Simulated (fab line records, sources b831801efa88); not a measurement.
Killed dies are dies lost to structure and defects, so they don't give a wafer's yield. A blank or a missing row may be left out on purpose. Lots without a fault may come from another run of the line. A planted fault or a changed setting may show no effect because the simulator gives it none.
Which tool did it? | flow gf180mcu | 14 lots, 42 wafers sampled, at 3 steps of a route of 602

WHAT THE GAUGES READ, wafer by wafer
GF_POLY_GATE_CD_MEAS_10: target cd 280 nm.
lot  | measured     | on        | cd_nm (nm)
L780 | day 9 11:36  | cd_sem-02 | 281.9 280.1 280.3
L781 | day 9 20:31  | cd_sem-02 | 280.5 279.6 278.9
L783 | day 10 09:57 | cd_sem-02 | 279.2 280.6 280.7
L785 | day 10 23:31 | cd_sem-01 | 280.6 279.7 281.1
L786 | day 11 09:13 | cd_sem-01 | 279.4 278.5 278.3
L787 | day 11 16:00 | cd_sem-01 | 282.2 281.3 282.3
L788 | day 12 01:38 | cd_sem-01 | 280.7 282.7 280.5
L789 | day 12 08:13 | cd_sem-01 | 280.6 280.6 281.1
L791 | day 13 01:37 | cd_sem-01 | 273.5 273.1 273.4
L792 | day 13 05:01 | cd_sem-01 | 281.8 281.5 281.1
L793 | day 13 10:03 | cd_sem-01 | 273.5 273.5 272.7
L799 | day 15 05:20 | cd_sem-01 | 278.7 276.1 276.8
L800 | day 15 14:41 | cd_sem-01 | 280.2 280.2 280.4
L802 | day 16 06:23 | cd_sem-02 | 279.5 278.6 277.4

GF_V2_CD_MEAS_14: target cd 260 nm.
lot  | measured     | on        | cd_nm (nm)
L780 | day 20 12:53 | cd_sem-01 | 259.6 258.4 258.9
L781 | day 20 23:52 | cd_sem-01 | 258.6 258.5 259.3
L783 | day 21 17:52 | cd_sem-02 | 261.2 261.5 261.3
L785 | day 22 16:19 | cd_sem-02 | 260.2 260.8 259.9
L786 | day 23 00:49 | cd_sem-02 | 260.3 260.0 260.1
L787 | day 23 07:08 | cd_sem-02 | 259.2 259.3 259.2
L788 | day 23 22:43 | cd_sem-02 | 260.6 260.1 260.5
L789 | day 24 07:34 | cd_sem-01 | 262.3 260.1 260.8
L791 | day 24 20:47 | cd_sem-02 | 257.1 256.6 256.7
L792 | day 25 08:41 | cd_sem-02 | 260.6 260.1 260.6
L793 | day 25 09:26 | cd_sem-01 | 261.9 260.2 261.8
L799 | day 27 03:16 | cd_sem-01 | 261.7 262.5 261.9
L800 | day 27 14:26 | cd_sem-01 | 260.0 260.7 259.8
L802 | day 28 02:22 | cd_sem-01 | 260.0 258.9 259.6

WHICH TOOL RAN EACH LOT (tool, then ch and the chambers of the sampled wafers, then the start)
lot  | GF_POLY_GATE_PEB_08
L780 | litho_track-01 ch 0, day 9 11:16
L781 | litho_track-04 ch 0, day 9 20:10
L783 | litho_track-01 ch 0, day 10 09:37
L785 | litho_track-02 ch 0, day 10 23:11
L786 | litho_track-04 ch 0, day 11 08:47
L787 | litho_track-01 ch 0, day 11 15:40
L788 | litho_track-02 ch 0, day 12 01:19
L789 | litho_track-01 ch 0, day 12 07:54
L791 | litho_track-04 ch 0, day 13 01:16
L792 | litho_track-02 ch 0, day 13 04:40
L793 | litho_track-04 ch 0, day 13 09:44
L799 | litho_track-02 ch 0, day 15 05:00
L800 | litho_track-02 ch 0, day 15 14:21
L802 | litho_track-01 ch 0, day 16 06:02
- GF_POLY_GATE_PEB_08: peb time 90 s.

WHAT THE TOOLS THEMSELVES READ (means of the sampled wafers that have a number; where no wafer has one, the mark that the record gives instead)
GF_POLY_GATE_PEB_08.
lot  | tool           | resist_line_temp_C (C)
L780 | litho_track-01 | 23.00
L781 | litho_track-04 | 23.02
L783 | litho_track-01 | 22.96
L785 | litho_track-02 | 23.06
L786 | litho_track-04 | 23.00
L787 | litho_track-01 | 22.83
L788 | litho_track-02 | 22.92
L789 | litho_track-01 | 23.02
L791 | litho_track-04 | 22.99
L792 | litho_track-02 | 23.11
L793 | litho_track-04 | 22.81
L799 | litho_track-02 | 23.03
L800 | litho_track-02 | 23.03
L802 | litho_track-01 | 22.93

THE ANSWER, worked out from the rows above alone
Rule: what is usual is taken from the lots themselves. Put in order of their means at a reading, lots are off if they are a third of the lots or fewer, leave a main group of 4 or more, and stand apart from it by a gap of 3 or more times the standard deviation of the main group's means; of several such gaps the widest counts. A main group whose means are all the same, to the digits that the tables above print for the reading, isn't used. A lot without any number at a reading at which 4 lots or more have one is off too. The other lots that the step has rows for count as sound. The gauges are gone through in route order, then the tools' own readings, and for those a lot's mean is taken as printed above. The first step at which some lot is off is used, and at that step the reading that is off furthest; a lot without a number counts as furthest.
No lot is off at any reading shown: from this, nothing can be told.

WHAT THE SIMULATOR HAD PUT IN
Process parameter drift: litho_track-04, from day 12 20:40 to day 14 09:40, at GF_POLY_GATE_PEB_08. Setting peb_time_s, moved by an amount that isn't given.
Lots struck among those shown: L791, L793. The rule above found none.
